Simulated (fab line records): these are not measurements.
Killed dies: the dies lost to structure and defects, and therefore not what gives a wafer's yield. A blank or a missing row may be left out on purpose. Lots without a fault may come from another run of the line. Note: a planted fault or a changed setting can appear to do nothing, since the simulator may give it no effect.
8D (eight disciplines) problem report, filled in by code :: flow sfq_line :: the parts of the form that need people (team, actions taken, sign-off) are left out

## 1. WHAT WENT WRONG
Wafers with no fault read 200.4 nm with a standard deviation of 0.89, whereas thk_nm at SFQ_TRILAYER_I2_METRO_MEASURE_065 reads a mean of 218.2 nm on 1 wafer of 1 lot. That puts it +20 standard deviations away from the usual mean.
Earliest sighting: wafer L977.1 on film_metro-01 at day 42 09:05. At this step, 39 wafers from 13 lots have a number in the record. Rule for "out" (also "out of limits"): further than 4 standard deviations from the usual mean. Any other wafer with a number is counted as sound.

## 2. WHAT IT IS; WHAT IT IS NOT
question: which readings at this step
is: thk_nm
is not: -

question: which lots
is: L977
is not: L967, L968, L971, L972, L974, L984, L985, L986, L987, L988, L989, L990

question: which wafers of those lots
is: L977.1
is not: L977.2, L977.4

question: read on which tools
is: film_metro-01
is not: film_metro-03, film_metro-04

question: when
is: from day 42 09:05
is not: up to then (17 sound wafers); but 21 sound wafers of L984, L985, L986, L987, L988, L989, L990 came after

## 3. THE SUSPECTS, EACH WITH WHAT RULES IT OUT
Counting: a tool at a process step up to the reading stays a suspect if it ran every lot that is out. Sound lots after the first of them don't rule it out here, since some wafers of a struck lot are sound.
- film_metro-01 at SFQ_TRILAYER_I0_METRO_MEASURE_029: kept. It ran the lot that is out, L977 (day 16 09:49); its last sound lot up to then is L967 (day 12 03:17).
- cmp-02 at SFQ_TRILAYER_I2_CMP_CMP_064 (polishes SiO2): kept. It ran the lot that is out, L977 (day 42 06:28); its last sound lot up to then is L974 (day 40 09:59).
- film_metro-01 at SFQ_TRILAYER_I2_METRO_MEASURE_065: kept. It ran the lot that is out, L977 (day 42 09:05); its last sound lot up to then is L974 (day 40 12:00). Its own thk_nm readings are out on those wafers.
- In cmp-02 at SFQ_TRILAYER_I2_CMP_CMP_064, the wafers that are out were processed in chamber 0 and their sound lot-mates in chambers 1, 2.
Left after counting: film_metro-01 at SFQ_TRILAYER_I0_METRO_MEASURE_029, cmp-02 at SFQ_TRILAYER_I2_CMP_CMP_064, film_metro-01 at SFQ_TRILAYER_I2_METRO_MEASURE_065.

## 4. THE CAUSE (what the simulator had put in)
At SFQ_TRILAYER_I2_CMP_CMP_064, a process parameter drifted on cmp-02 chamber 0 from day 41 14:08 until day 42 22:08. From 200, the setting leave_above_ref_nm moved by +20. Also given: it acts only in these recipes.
After counting, 3 suspects remain, this tool included.

## 5. THE EFFECT CHAIN, in route order
Each row: a reading where the mean over the struck wafers with a number is more than 3 standard deviations away from the usual. Only readings whose record carries a usual standard deviation are examined. hours: median over the lots of the time between each lot's start at the first step of this table that gives one and its start at this step. sigmas: the change, counted in usual standard deviations.
hours: 0
step: SFQ_TRILAYER_I2_METRO_MEASURE_065
reading: thk_nm
usual: 200.4 nm
on struck wafers: 218.2
change: +17.8
sigmas: +20

hours: 6
step: SFQ_TRILAYER_I2_VIA_ETCH_VIA_ETCH_070
reading: oes_product_au
usual: 0.855 a.u.
on struck wafers: 0.898
change: +0.043
sigmas: +9.1
It contains these process steps:
- SFQ_TRILAYER_I2_METRO_MEASURE_065
- SFQ_TRILAYER_I2_VIA_ETCH_VIA_ETCH_070: etches SiO2 in CHF3, stops on Nb, target depth 260 nm.
Later measuring or inspecting steps at which every struck wafer that the step has a row for has a number for every such reading, and none has moved that far: SFQ_M4_RS_MEAS_924, SFQ_I6_OVL_MEAS_942.

## 6. WHAT WOULD HAVE CAUGHT IT SOONER
In this record the first reading out of limits was taken at day 42 09:05, 19 hours after the fault began at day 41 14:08.
Tool readings at SFQ_TRILAYER_I2_CMP_CMP_064 with a usual standard deviation given in the record: none out on any struck wafer, hence no alarm at a limit of 4 standard deviations on them.
By day 42 09:05 the whole set of lots that are out, 1 in number, had already begun SFQ_TRILAYER_I2_CMP_CMP_064 on cmp-02. Tool hold at that time: it would have spared none of them.
